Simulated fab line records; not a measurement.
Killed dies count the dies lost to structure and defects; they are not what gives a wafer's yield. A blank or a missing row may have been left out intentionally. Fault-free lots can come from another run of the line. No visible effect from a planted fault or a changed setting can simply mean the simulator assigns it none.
Which of the tools did it? -- flow sky130 -- 13 lots with 39 wafers sampled at 5 steps, on a route of 708 steps

## WHAT EACH GAUGE READ, for each wafer
The record lacks any reading of a measuring or inspecting step that a usual standard deviation could be used to judge.

## TOOL THAT RAN EACH LOT (tool first, then ch and the chambers of the sampled wafers, then the start)
lot,SKY_METAL4_DESCUM_15,SKY_METAL4_ETCH_16,SKY_METAL5_METAL_ETCH_15,SKY_METAL5_STRIP_16,SKY_PASSIVATION_CVD_00
L841,"rie metal-02 ch 0, day 41 13:55","rie metal-02 ch 0, day 41 13:57","rie metal-02 ch 0,1, day 43 16:26","plasma asher-02 ch 0,1, day 43 16:40","pecvd-04 ch 0,1, day 43 17:16"
L843,"rie metal-02 ch 0,1, day 42 12:53","rie metal-02 ch 0,1, day 42 12:56","rie metal-04 ch 0,1, day 44 13:14","plasma asher-02 ch 0,1, day 44 13:25","pecvd-02 ch 0,1,2, day 44 13:58"
L844,"rie metal-04 ch 0,1, day 42 14:43","rie metal-04 ch 0,1, day 42 14:45","rie metal-02 ch 0,1, day 44 15:24","plasma asher-04 ch 0,1, day 44 15:38","pecvd-04 ch 0,1, day 44 16:13"
L845,"rie metal-02 ch 0,1, day 42 21:22","rie metal-02 ch 0,1, day 42 21:23","rie metal-02 ch 0,1, day 44 21:21","plasma asher-01 ch 0,1, day 44 21:35","pecvd-02 ch 0,1,2, day 44 22:10"
L846,"rie metal-01 ch 1, day 43 05:55","rie metal-01 ch 1, day 43 05:56","rie metal-03 ch 0,1, day 45 04:32","plasma asher-04 ch 0,1, day 45 04:47","pecvd-04 ch 0,1, day 45 05:22"
L847,"rie metal-01 ch 0,1, day 43 17:52","rie metal-01 ch 0,1, day 43 17:54","rie metal-02 ch 0,1, day 45 16:29","plasma asher-04 ch 0,1, day 45 16:44","pecvd-02 ch 0,1, day 45 17:19"
L849,"rie metal-02 ch 0,1, day 44 05:04","rie metal-02 ch 0,1, day 44 05:06","rie metal-02 ch 0,1, day 46 03:05","plasma asher-02 ch 1, day 46 03:20","pecvd-04 ch 0, day 46 03:55"
L850,"rie metal-02 ch 0,1, day 44 08:38","rie metal-02 ch 0,1, day 44 08:41","rie metal-03 ch 0,1, day 46 06:20","plasma asher-04 ch 0,1, day 46 06:35","pecvd-01 ch 0,1,2, day 46 07:10"
L851,"rie metal-01 ch 0,1, day 44 17:04","rie metal-01 ch 0,1, day 44 17:06","rie metal-02 ch 0,1, day 46 13:32","plasma asher-02 ch 0,1, day 46 13:47","pecvd-01 ch 0,1,2, day 46 14:24"
L859,"rie metal-04 ch 0,1, day 46 14:59","rie metal-04 ch 0,1, day 46 15:02","rie metal-02 ch 0,1, day 48 08:40","plasma asher-01 ch 0,1, day 48 08:52","pecvd-04 ch 0,1, day 48 09:25"
L860,"rie metal-02 ch 1, day 47 00:02","rie metal-02 ch 1, day 47 00:05","rie metal-03 ch 1, day 48 17:34","plasma asher-04 ch 0,1, day 48 17:57","pecvd-04 ch 0,2, day 48 18:35"
L861,"rie metal-02 ch 0,1, day 47 03:52","rie metal-02 ch 0,1, day 47 03:53","rie metal-04 ch 0,1, day 48 20:39","plasma asher-02 ch 0, day 48 20:53","pecvd-04 ch 0,1,2, day 48 21:29"
L864,"rie metal-01 ch 0,1, day 47 22:49","rie metal-01 ch 0,1, day 47 22:51","rie metal-04 ch 0,1, day 49 13:05","plasma asher-02 ch 0,1, day 49 13:19","pecvd-02 ch 0,2, day 49 13:55"
- SKY_METAL4_DESCUM_15: chemistry O2, time 8 s.
- SKY_METAL4_ETCH_16: etches BARC in N2/H2, stops on SiO2, time 88.2 s, target depth 60 nm.
- SKY_METAL5_METAL_ETCH_15: etches the open film in Cl2/BCl3, stops on SiO2, target depth 1260 nm, time 252 s.
- SKY_METAL5_STRIP_16: strips in O2/N2.
- SKY_PASSIVATION_CVD_00: deposits SiO2, target thk 90 nm.

## WHAT THE TOOLS THEMSELVES READ (means of the sampled wafers that have a number; where no wafer has one, the mark that the record gives instead)
SKY_METAL4_DESCUM_15. Usual: drypump motor current A 6.0 A, standard deviation 0.49; oes product au 1.002 a.u., standard deviation 0.01.
lot,tool,drypump motor current A (A),oes product au (a.u.),flag
L841,rie metal-02,5.9,1.003,
L843,rie metal-02,5.5,0.999,
L844,rie metal-04,6.4,1.005,
L845,rie metal-02,5.7,1.013,
L846,rie metal-01,6.7,1.001,
L847,rie metal-01,6.4,0.992,
L849,rie metal-02,5.5,1.014,
L850,rie metal-02,5.7,1.009,
L851,rie metal-01,6.2,0.995,
L859,rie metal-04,6.2,1.007,
L860,rie metal-02,5.3,1.012,
L861,rie metal-02,5.5,1.020,
L864,rie metal-01,6.4,1.000,

SKY_METAL4_ETCH_16. Usual: drypump motor current A 6.0 A, standard deviation 0.49; oes product au 0.626 a.u., standard deviation 0.0048; throttle valve pct 13.204 %, standard deviation 0.0089.
lot,tool,drypump motor current A (A),oes product au (a.u.),throttle valve pct (%),flag
L841,rie metal-02,5.9,0.623,13.204,
L843,rie metal-02,5.5,0.624,13.211,
L844,rie metal-04,6.4,0.628,13.198,
L845,rie metal-02,5.7,0.628,13.205,
L846,rie metal-01,6.7,0.623,13.204,
L847,rie metal-01,6.4,0.621,13.206,
L849,rie metal-02,5.5,0.630,13.209,
L850,rie metal-02,5.7,0.628,13.202,
L851,rie metal-01,6.2,0.623,13.204,
L859,rie metal-04,6.2,0.621,13.208,
L860,rie metal-02,5.3,0.621,13.211,
L861,rie metal-02,5.5,0.629,13.205,
L864,rie metal-01,6.4,0.626,13.208,

SKY_METAL5_METAL_ETCH_15. Usual: drypump motor current A 5.8 A, standard deviation 0.39; oes product au 0.894 a.u., standard deviation 0.0051; throttle valve pct 22.262 %, standard deviation 0.0081.
lot,tool,drypump motor current A (A),oes product au (a.u.),throttle valve pct (%),flag
L841,rie metal-02,5.5,0.894,22.261,
L843,rie metal-04,6.4,0.891,22.257,
L844,rie metal-02,5.7,0.897,22.266,
L845,rie metal-02,5.7,0.893,22.265,
L846,rie metal-03,5.8,0.896,22.262,
L847,rie metal-02,5.5,0.886,22.254,
L849,rie metal-02,5.7,0.900,22.262,
L850,rie metal-03,6.0,0.893,22.272,
L851,rie metal-02,5.5,0.893,22.263,
L859,rie metal-02,5.5,0.894,22.264,
L860,rie metal-03,5.7,0.896,22.254,
L861,rie metal-04,6.3,0.893,22.259,
L864,rie metal-04,6.4,0.893,22.270,

SKY_METAL5_STRIP_16. Usual: drypump motor current A 5.4 A, standard deviation 0.51; oes product au 0.710 a.u., standard deviation 0.0046; strip time to endpoint s 12.99 s, standard deviation 0.11.
lot,tool,drypump motor current A (A),oes product au (a.u.),strip time to endpoint s (s),flag
L841,plasma asher-02,5.6,0.704,13.02,
L843,plasma asher-02,5.2,0.708,12.95,
L844,plasma asher-04,5.4,0.711,12.81,
L845,plasma asher-01,5.8,0.707,13.03,
L846,plasma asher-04,5.4,0.713,13.19,
L847,plasma asher-04,5.2,0.708,12.89,
L849,plasma asher-02,4.7,0.714,12.85,
L850,plasma asher-04,5.4,0.712,13.09,
L851,plasma asher-02,5.6,0.714,12.96,
L859,plasma asher-01,5.7,0.712,13.47,OFF
L860,plasma asher-04,5.4,0.711,13.04,
L861,plasma asher-02,6.0,0.705,12.98,
L864,plasma asher-02,5.2,0.712,13.00,

SKY_PASSIVATION_CVD_00. Usual: heater power w at 640 W, with a standard deviation of 87.
lot,tool,heater power w (W),flag
L841,pecvd-04,677,
L843,pecvd-02,617,
L844,pecvd-04,709,
L845,pecvd-02,637,
L846,pecvd-04,661,
L847,pecvd-02,604,
L849,pecvd-04,598,
L850,pecvd-01,619,
L851,pecvd-01,606,
L859,pecvd-04,711,
L860,pecvd-04,671,
L861,pecvd-04,701,
L864,pecvd-02,574,

## THE ANSWER, worked out from the rows above alone
Rule: lot off if the mean of its wafers having a number is beyond 3 standard deviations from the usual mean. Also off: a lot with no number at a reading for which 4 or more lots have one. The other lots that the step has rows for count as sound. First the gauges in route order, then the tools' own readings, where a lot's mean is used as printed above. At the first step where some lot is off, the reading lying furthest off is the one used; lots without a number count as furthest.
Off, at SKY_METAL5_STRIP_16 on strip time to endpoint s: L859.
A tool fits if, at that step or a process step before it, it ran every lot that is off, and no sound lot after the first of them. Can't be told from this: 3 tools fit, rie metal-04 at SKY_METAL4_DESCUM_15 and SKY_METAL4_ETCH_16, rie metal-02 at SKY_METAL5_METAL_ETCH_15, plasma asher-01 at SKY_METAL5_STRIP_16.

## WHAT HAD BEEN PUT IN BY THE SIMULATOR
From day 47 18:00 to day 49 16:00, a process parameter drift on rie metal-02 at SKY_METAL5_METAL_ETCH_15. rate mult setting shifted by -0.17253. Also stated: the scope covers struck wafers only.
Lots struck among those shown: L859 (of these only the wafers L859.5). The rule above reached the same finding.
